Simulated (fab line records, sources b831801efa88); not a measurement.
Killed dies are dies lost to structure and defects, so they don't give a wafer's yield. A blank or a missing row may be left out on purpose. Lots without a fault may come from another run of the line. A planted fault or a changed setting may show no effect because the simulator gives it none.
Which tool did it? | flow sky130 | 13 lots, 39 wafers sampled, at 4 steps of a route of 708

WHAT THE GAUGES READ, wafer by wafer
SKY_POLY_GATE_THK_MEAS_01.
lot  | measured     | on            | POLY_GATE_CVD_00_THK (nm)
L259 | day 13 16:11 | film_metro-01 | 181.5 181.6 183.0
L262 | day 14 14:38 | film_metro-02 | 183.0 183.5 182.8
L263 | day 15 06:01 | film_metro-02 | 178.3 180.1 179.6
L264 | day 16 01:19 | film_metro-01 | 178.7 176.9 178.9
L265 | day 16 11:54 | film_metro-03 | 178.6 180.8 179.8
L266 | day 16 13:43 | film_metro-01 | 179.7 181.4 179.7
L272 | day 19 02:43 | film_metro-02 | 181.8 181.2 181.1
L275 | day 19 14:54 | film_metro-02 | 181.9 182.9 181.8
L276 | day 19 22:11 | film_metro-03 | 179.9 179.4 179.1
L277 | day 20 21:52 | film_metro-03 | 181.4 180.0 180.2
L279 | day 21 03:08 | film_metro-03 | 180.4 181.6 179.3
L281 | day 21 14:39 | film_metro-03 | 182.0 182.0 182.7
L282 | day 22 03:10 | film_metro-01 | 177.8 177.5 177.4

SKY_SD_N_CD_MEAS_07: target cd 380 nm.
lot  | measured     | on        | cd_nm (nm)
L259 | day 27 11:49 | cd_sem-02 | 379.1 380.4 378.2
L262 | day 28 13:13 | cd_sem-01 | 381.3 384.7 382.7
L263 | day 29 01:23 | cd_sem-02 | 382.2 386.5 383.2
L264 | day 29 22:05 | cd_sem-02 | 376.8 378.2 380.2
L272 | day 32 16:59 | cd_sem-01 | 380.4 381.1 379.6
L275 | day 33 06:01 | cd_sem-02 | 380.5 382.5 381.2
L276 | day 33 09:55 | cd_sem-01 | 381.8 380.7 385.7
L277 | day 34 06:40 | cd_sem-02 | 381.5 379.6 379.7
L279 | day 34 11:55 | cd_sem-02 | 382.5 380.7 379.1
L281 | day 34 18:58 | cd_sem-01 | 372.0 374.9 372.9
L282 | day 35 08:22 | cd_sem-02 | 377.4 378.3 378.6

SKY_SD_N_OVL_MEAS_08.
lot  | measured     | on         | SD_N_OVL (nm)
L259 | day 27 11:56 | overlay-02 | -2.1 -2.5 -1.1
L262 | day 28 13:20 | overlay-01 | -0.4 -1.4 -0.7
L263 | day 29 01:29 | overlay-01 | 0.2 2.4 2.3
L264 | day 29 22:11 | overlay-01 | -0.9 0.0 0.3
L272 | day 32 17:06 | overlay-01 | -2.4 0.2 -0.3
L275 | day 33 06:08 | overlay-01 | -1.8 -1.9 -0.6
L276 | day 33 10:02 | overlay-02 | 1.2 1.4 2.7
L277 | day 34 06:47 | overlay-01 | 0.2 -1.9 -1.4
L279 | day 34 12:02 | overlay-02 | 0.2 -2.2 0.1
L281 | day 34 19:05 | overlay-02 | 1.3 0.7 -1.0
L282 | day 35 08:29 | overlay-01 | 0.9 -2.0 -1.4

WHICH TOOL RAN EACH LOT (tool, then ch and the chambers of the sampled wafers, then the start)
lot  | SKY_SPACER_ETCHBACK_02
L259 | rie_diel-01 ch 0,1,2, day 22 12:59
L262 | rie_diel-01 ch 0,2,3, day 23 15:26
L263 | rie_diel-01 ch 1,2,3, day 24 06:17
L264 | rie_diel-01 ch 2,3, day 25 03:18
L265 | rie_diel-01 ch 1,2,3, day 25 13:59
L266 | rie_diel-03 ch 1,2,3, day 25 17:33
L272 | rie_diel-01 ch 2,3, day 28 02:11
L275 | rie_diel-03 ch 0,1,3, day 28 16:17
L276 | rie_diel-01 ch 0,1,3, day 28 19:53
L277 | rie_diel-02 ch 1,3, day 29 17:42
L279 | rie_diel-03 ch 0,3, day 29 23:34
L281 | rie_diel-03 ch 0,2,3, day 30 06:59
L282 | rie_diel-02 ch 0,1,3, day 30 20:33
- SKY_SPACER_ETCHBACK_02: etches Si3N4 in CH3F/O2, stops on SiO2, time 46.7 s, target depth 45 nm.

WHAT THE TOOLS THEMSELVES READ (means of the sampled wafers that have a number; where no wafer has one, the mark that the record gives instead)
SKY_SPACER_ETCHBACK_02.
lot  | tool        | O2_flow_sccm (sccm) | bias_w (W) | chamber_pressure_mTorr (mTorr) | drypump_motor_current_A (A) | oes_product_au (a.u.) | throttle_valve_pct (%)
L259 | rie_diel-01 | 29.95               | 79.91      | 24.994                         | 5.9                         | 0.851                 | 10.558
L262 | rie_diel-01 | 29.96               | 79.82      | 25.014                         | 6.0                         | 0.859                 | 10.560
L263 | rie_diel-01 | 29.88               | 80.18      | 25.006                         | 6.1                         | 0.855                 | 10.570
L264 | rie_diel-01 | 29.92               | 80.01      | 25.015                         | 6.2                         | 0.847                 | 10.557
L265 | rie_diel-01 | -                   | -          | -                              | -                           | -                     | -
L266 | rie_diel-03 | -                   | -          | -                              | -                           | -                     | -
L272 | rie_diel-01 | 30.05               | 80.22      | 25.016                         | 6.1                         | 0.860                 | 10.563
L275 | rie_diel-03 | 30.00               | 80.06      | 24.993                         | 5.9                         | 0.854                 | 10.559
L276 | rie_diel-01 | 30.03               | 80.11      | 24.982                         | 5.9                         | 0.855                 | 10.564
L277 | rie_diel-02 | 30.10               | 80.07      | 24.990                         | 5.3                         | 0.860                 | 10.557
L279 | rie_diel-03 | 29.98               | 79.91      | 25.000                         | 5.7                         | 0.858                 | 10.570
L281 | rie_diel-03 | 30.01               | 79.88      | 24.992                         | 5.8                         | 0.850                 | 10.561
L282 | rie_diel-02 | 30.07               | 80.07      | 25.005                         | 5.4                         | 0.853                 | 10.568

THE ANSWER, worked out from the rows above alone
Rule: what is usual is taken from the lots themselves. Put in order of their means at a reading, lots are off if they are a third of the lots or fewer, leave a main group of 4 or more, and stand apart from it by a gap of 3 or more times the standard deviation of the main group's means; of several such gaps the widest counts. A main group whose means are all the same, to the digits that the tables above print for the reading, isn't used. A lot without any number at a reading at which 4 lots or more have one is off too. The other lots that the step has rows for count as sound. The gauges are gone through in route order, then the tools' own readings, and for those a lot's mean is taken as printed above. The first step at which some lot is off is used, and at that step the reading that is off furthest; a lot without a number counts as furthest.
Off: L265, L266, at SKY_SPACER_ETCHBACK_02 (O2_flow_sccm). Without a number there: L265, L266. The main group: mean 30.00 sccm, standard deviation 0.063.
A tool fits if, at that step or a process step before it, it ran every lot that is off, and no sound lot after the first of them. None of those tried fits.

WHAT THE SIMULATOR HAD PUT IN
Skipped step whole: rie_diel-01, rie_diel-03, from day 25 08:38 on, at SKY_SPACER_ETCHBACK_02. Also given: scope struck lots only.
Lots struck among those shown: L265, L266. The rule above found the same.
